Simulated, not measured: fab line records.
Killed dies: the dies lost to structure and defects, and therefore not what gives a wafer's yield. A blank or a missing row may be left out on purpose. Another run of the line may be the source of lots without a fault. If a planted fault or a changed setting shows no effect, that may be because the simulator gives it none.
Chamber matching :: flow sky130 :: rie_diel-04 running SKY_VIA4_ETCH_12: 4 sister chambers
The step etches SiO2 in C4F8/O2/Ar, stops on TiN, target depth 580 nm. 8 wafers are shown with their chamber, then 12 later ones without.

WAFERS PAIRED WITH THEIR CHAMBERS
wafer: L082.2
chamber: 2
oes_product_au (a.u.): 0.924

wafer: L089.1
chamber: 3
oes_product_au (a.u.): 0.932

wafer: L089.2
chamber: 2
oes_product_au (a.u.): 0.924

wafer: L089.5
chamber: 1
oes_product_au (a.u.): 0.934

wafer: L089.6
chamber: 0
oes_product_au (a.u.): 0.932

wafer: L090.1
chamber: 3
oes_product_au (a.u.): 0.922

wafer: L090.2
chamber: 1
oes_product_au (a.u.): 0.920

wafer: L090.3
chamber: 0
oes_product_au (a.u.): 0.935

WAFERS WITH NO CHAMBER GIVEN
wafer: L090.4
oes_product_au (a.u.): 0.934

wafer: L090.5
oes_product_au (a.u.): 0.928

wafer: L090.6
oes_product_au (a.u.): 0.929

wafer: L093.1
oes_product_au (a.u.): 0.928

wafer: L093.2
oes_product_au (a.u.): 0.923

wafer: L093.3
oes_product_au (a.u.): 0.931

wafer: L093.4
oes_product_au (a.u.): 0.925

wafer: L093.5
oes_product_au (a.u.): 0.924

wafer: L093.6
oes_product_au (a.u.): 0.925

wafer: L096.1
oes_product_au (a.u.): 0.921

wafer: L096.4
oes_product_au (a.u.): 0.929

wafer: L096.6
oes_product_au (a.u.): 0.929

THE CHAMBER EACH PASSED THROUGH
wafer: L090.4
from the rows above: can't be placed: 0 or 1 or 3 or 2
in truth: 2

wafer: L090.5
from the rows above: can't be placed: 1 or 3 or 2 or 0
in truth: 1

wafer: L090.6
from the rows above: can't be placed: 1 or 3 or 0 or 2
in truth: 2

wafer: L093.1
from the rows above: can't be placed: 1 or 3 or 2 or 0
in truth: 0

wafer: L093.2
from the rows above: can't be placed: 2 or 1 or 3 or 0
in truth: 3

wafer: L093.3
from the rows above: can't be placed: 0 or 1 or 3 or 2
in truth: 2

wafer: L093.4
from the rows above: can't be placed: 2 or 1 or 3 or 0
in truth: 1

wafer: L093.5
from the rows above: can't be placed: 2 or 1 or 3 or 0
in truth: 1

wafer: L093.6
from the rows above: can't be placed: 2 or 1 or 3 or 0
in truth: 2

wafer: L096.1
from the rows above: can't be placed: 2 or 1 or 3 or 0
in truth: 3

wafer: L096.4
from the rows above: can't be placed: 1 or 3 or 0 or 2
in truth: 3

wafer: L096.6
from the rows above: can't be placed: 1 or 3 or 0 or 2
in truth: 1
Placed correctly: 0 of 12. These rows do not allow placing 12 (true chamber among the candidates in 12). 0 placed wrongly.
How it was worked out, from the rows above alone: a wafer's distance from a chamber is the root of the sum, over the readings, of the square of ((its reading less the chamber's mean) divided by the reading's scatter). The wafer belongs to the nearest chamber; if the next one is less than 2 further off, it can't be placed. For every chamber, the mean is computed from those of its wafers that are shown. The scatter is the square root of a quotient: the sum, over the shown wafers, of each reading's squared deviation from its chamber's mean, divided by wafers minus chambers.
